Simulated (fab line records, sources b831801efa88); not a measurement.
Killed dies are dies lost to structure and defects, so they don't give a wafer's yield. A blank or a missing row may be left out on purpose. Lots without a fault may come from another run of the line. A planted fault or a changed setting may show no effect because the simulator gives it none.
Chamber matching | flow sky130 | SKY_VIA1_ETCH_15 on rie_diel-01: 4 sister chambers
The step etches SiO2 in C4F8/O2/Ar, stops on TiN, target depth 351 nm, time 54 s. 8 wafers are shown with their chamber, then 8 later ones without.

WAFERS WITH THEIR CHAMBER
wafer  | chamber | oes_product_au (a.u.)
L083.1 | 2       | 0.981
L083.2 | 3       | 0.982
L088.2 | 2       | 0.985
L088.6 | 0       | 0.979
L090.1 | 3       | 0.983
L090.3 | 0       | 0.988
L090.6 | 1       | 0.986
L092.1 | 1       | 0.981

WAFERS WITHOUT THEIR CHAMBER
wafer  | oes_product_au (a.u.)
L092.2 | 0.991
L092.6 | 0.980
L093.3 | 0.972
L093.4 | 0.992
L093.5 | 0.984
L097.2 | 0.974
L097.4 | 0.968
L097.6 | 0.980

WHICH CHAMBER EACH WENT THROUGH
wafer  | from the rows above               | in truth
L092.2 | can't be placed: 0 or 1 or 2 or 3 | 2
L092.6 | can't be placed: 3 or 2 or 0 or 1 | 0
L093.3 | can't be placed: 3 or 2 or 0 or 1 | 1
L093.4 | can't be placed: 0 or 1 or 2 or 3 | 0
L093.5 | can't be placed: 0 or 1 or 2 or 3 | 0
L097.2 | can't be placed: 3 or 2 or 0 or 1 | 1
L097.4 | can't be placed: 3 or 2 or 0 or 1 | 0
L097.6 | can't be placed: 3 or 2 or 0 or 1 | 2
Placed correctly: 0 of 8. Can't be placed from these rows: 8 (the true chamber is among the candidates in 8). Placed wrongly: 0.
How it was worked out, from the rows above alone: a wafer's distance from a chamber is the root of the sum, over the readings, of the square of ((its reading less the chamber's mean) divided by the reading's scatter). The wafer belongs to the nearest chamber; if the next one is less than 2 further off, it can't be placed. A chamber's mean is the mean of its shown wafers. The scatter: the root of (the sum of the squares of (reading less its chamber's mean) over the shown wafers, divided by (wafers less chambers)).
